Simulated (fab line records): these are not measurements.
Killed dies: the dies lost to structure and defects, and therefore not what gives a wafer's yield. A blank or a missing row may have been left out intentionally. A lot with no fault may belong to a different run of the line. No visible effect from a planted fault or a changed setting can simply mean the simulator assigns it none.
Split-lot trial || flow sfq_line || on a route of 325 steps: 5 lots, 23 wafers read

== THE SPLIT ==
At SFQ_TRILAYER_L0_CAP_PECVD_011 (deposits SiO2 from SiH4/N2O, time 13.333 s, target thk 60 nm), the setting time_s was moved away from the recipe's 13.333 s on 11 of the 23 wafers read, by +5.5% to +13.6%. For the rest of the wafers, this setting stayed at what the recipe calls for.

Between the split and the reading, the file records no step.

== THE READING ==
oes_product_au, in a.u., at SFQ_TRILAYER_L0_VIA_ETCH_VIA_ETCH_016 (etches SiO2 in CHF3, stops on MoNx KI, target depth 80 nm). Typical for fault-free wafers on this fab line: 0.840 a.u., with standard deviation 0.0078 a.u.

{"wafer": "L074.1", "tool, chamber at the split": "pecvd-02, 2", "time_s as run, s": 13.333, "against the recipe": "recipe", "oes_product_au, a.u.": 0.827, "against lot-mates on the recipe": "-"}
{"wafer": "L074.2", "tool, chamber at the split": "pecvd-02, 0", "time_s as run, s": 13.333, "against the recipe": "recipe", "oes_product_au, a.u.": 0.838, "against lot-mates on the recipe": "-"}
{"wafer": "L074.3", "tool, chamber at the split": "pecvd-02, 1", "time_s as run, s": 15.14, "against the recipe": "+13.6%", "oes_product_au, a.u.": 0.901, "against lot-mates on the recipe": "+0.069"}
{"wafer": "L074.4", "tool, chamber at the split": "pecvd-02, 2", "time_s as run, s": 15.14, "against the recipe": "+13.6%", "oes_product_au, a.u.": 0.910, "against lot-mates on the recipe": "+0.078"}
{"wafer": "L074.5", "tool, chamber at the split": "pecvd-02, 0", "time_s as run, s": 15.14, "against the recipe": "+13.6%", "oes_product_au, a.u.": 0.906, "against lot-mates on the recipe": "+0.074"}
{"wafer": "L077.1", "tool, chamber at the split": "pecvd-02, 1", "time_s as run, s": 13.333, "against the recipe": "recipe", "oes_product_au, a.u.": 0.825, "against lot-mates on the recipe": "-"}
{"wafer": "L077.4", "tool, chamber at the split": "pecvd-02, 2", "time_s as run, s": 13.333, "against the recipe": "recipe", "oes_product_au, a.u.": 0.839, "against lot-mates on the recipe": "-"}
{"wafer": "L077.5", "tool, chamber at the split": "pecvd-02, 1", "time_s as run, s": 13.333, "against the recipe": "recipe", "oes_product_au, a.u.": 0.836, "against lot-mates on the recipe": "-"}
{"wafer": "L082.1", "tool, chamber at the split": "pecvd-01, 0", "time_s as run, s": 15.05, "against the recipe": "+12.9%", "oes_product_au, a.u.": 0.897, "against lot-mates on the recipe": "+0.054"}
{"wafer": "L082.2", "tool, chamber at the split": "pecvd-01, 1", "time_s as run, s": 13.333, "against the recipe": "recipe", "oes_product_au, a.u.": 0.842, "against lot-mates on the recipe": "-"}
{"wafer": "L082.3", "tool, chamber at the split": "pecvd-01, 2", "time_s as run, s": 13.333, "against the recipe": "recipe", "oes_product_au, a.u.": 0.833, "against lot-mates on the recipe": "-"}
{"wafer": "L082.4", "tool, chamber at the split": "pecvd-01, 2", "time_s as run, s": 13.333, "against the recipe": "recipe", "oes_product_au, a.u.": 0.854, "against lot-mates on the recipe": "-"}
{"wafer": "L082.5", "tool, chamber at the split": "pecvd-01, 0", "time_s as run, s": 15.05, "against the recipe": "+12.9%", "oes_product_au, a.u.": 0.907, "against lot-mates on the recipe": "+0.064"}
{"wafer": "L084.1", "tool, chamber at the split": "pecvd-02, 0", "time_s as run, s": 13.333, "against the recipe": "recipe", "oes_product_au, a.u.": 0.834, "against lot-mates on the recipe": "-"}
{"wafer": "L084.3", "tool, chamber at the split": "pecvd-02, 0", "time_s as run, s": 13.333, "against the recipe": "recipe", "oes_product_au, a.u.": 0.840, "against lot-mates on the recipe": "-"}
{"wafer": "L084.4", "tool, chamber at the split": "pecvd-02, 2", "time_s as run, s": 14.07, "against the recipe": "+5.5%", "oes_product_au, a.u.": 0.866, "against lot-mates on the recipe": "+0.029"}
{"wafer": "L084.5", "tool, chamber at the split": "pecvd-02, 0", "time_s as run, s": 14.07, "against the recipe": "+5.5%", "oes_product_au, a.u.": 0.872, "against lot-mates on the recipe": "+0.035"}
{"wafer": "L084.6", "tool, chamber at the split": "pecvd-02, 2", "time_s as run, s": 14.07, "against the recipe": "+5.5%", "oes_product_au, a.u.": 0.853, "against lot-mates on the recipe": "+0.016"}
{"wafer": "L085.1", "tool, chamber at the split": "pecvd-02, 1", "time_s as run, s": 13.333, "against the recipe": "recipe", "oes_product_au, a.u.": 0.829, "against lot-mates on the recipe": "-"}
{"wafer": "L085.2", "tool, chamber at the split": "pecvd-02, 2", "time_s as run, s": 14.31, "against the recipe": "+7.3%", "oes_product_au, a.u.": 0.871, "against lot-mates on the recipe": "+0.042"}
{"wafer": "L085.3", "tool, chamber at the split": "pecvd-02, 0", "time_s as run, s": 13.333, "against the recipe": "recipe", "oes_product_au, a.u.": 0.829, "against lot-mates on the recipe": "-"}
{"wafer": "L085.4", "tool, chamber at the split": "pecvd-02, 0", "time_s as run, s": 14.31, "against the recipe": "+7.3%", "oes_product_au, a.u.": 0.882, "against lot-mates on the recipe": "+0.053"}
{"wafer": "L085.6", "tool, chamber at the split": "pecvd-02, 2", "time_s as run, s": 14.31, "against the recipe": "+7.3%", "oes_product_au, a.u.": 0.886, "against lot-mates on the recipe": "+0.057"}

THE FIT
A straight line over all 23 wafers: oes_product_au changes by +0.00525 a.u. for each +1% of time_s; r = +0.97; the points scatter about the line by 0.0076 a.u.
The same after taking each lot's own level away (the mean of its wafers on the recipe; 23 wafers): +0.00526 a.u. for each +1%; r = +0.96; scatter 0.0082 a.u.
The reading moves by 0.071 a.u. for the largest change in time_s, on that fit.
From 0.8290 to 0.8430 a.u.: that is the span of the lots' own levels, equal to 1.8 times the standard deviation above.
Consequently the slope shifts little with the lot-to-lot level, the two slopes agreeing.
Check: with one of the wafers moved furthest among these (+13.6%) left out of the fit, the line predicts +0.0727 a.u. for it against its lot-mates. It came out at +0.0685 a.u. against them.

== ADDITIONAL SPLITS CARRIED BY THESE WAFERS ==
Before the reading, these wafers also passed through other splits. Each is held against what the fit with the lots' levels taken away leaves over:
{"other split on the same wafers": "SFQ_TRILAYER_L0_LITHO_COAT_010 spin_rpm", "wafers away from the commonest value": 9, "r with oes_product_au (lot level and that fit taken away)": "+0.05"}
{"other split on the same wafers": "SFQ_TRILAYER_L0_BARC_OPEN_METAL_ETCH_010 icp_w", "wafers away from the commonest value": 8, "r with oes_product_au (lot level and that fit taken away)": "+0.19"}

== THE WHOLE CHAIN: every reading that the file lists as answering this split, in the file's order ==
{"step": "SFQ_TRILAYER_L0_CAP_PECVD_011", "what it does": "deposits SiO2 from SiH4/N2O, time 13.333 s, target thk 60 nm", "reading": "SiO2_of_TRILAYER_L0_CAP_PECVD_011.thk_nm (the simulator's own value, which no gauge read)", "change (the file's fit)": "+0.658 nm for each +1% of the setting", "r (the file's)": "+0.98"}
{"step": "SFQ_TRILAYER_L0_VIA_ETCH_VIA_ETCH_016", "what it does": "etches SiO2 in CHF3, stops on MoNx KI, target depth 80 nm", "reading": "oes_product_au", "change (the file's fit)": "+0.00524 a.u. for each +1% of the setting", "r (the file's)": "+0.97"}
{"step": "SFQ_TRILAYER_L0_VIA_ETCH_VIA_ETCH_016", "what it does": "etches SiO2 in CHF3, stops on MoNx KI, target depth 80 nm", "reading": "L0V.feature_depth_nm (the simulator's own value, which no gauge read)", "change (the file's fit)": "+0.656 nm for each +1% of the setting", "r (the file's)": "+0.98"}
{"step": "SFQ_TRILAYER_M0_ETCH_METAL_ETCH_024", "what it does": "etches Nb in Cl2/Ar, stops on SiO2, target depth 240 nm, time 120 s", "reading": "SiO2_of_TRILAYER_L0_CAP_PECVD_011.thk_nm (the simulator's own value, which no gauge read)", "change (the file's fit)": "+0.609 nm for each +1% of the setting", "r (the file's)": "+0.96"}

== FILE'S OWN FIT ==
oes_product_au changes by +0.00524 a.u. for each +1% of time_s, r = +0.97.
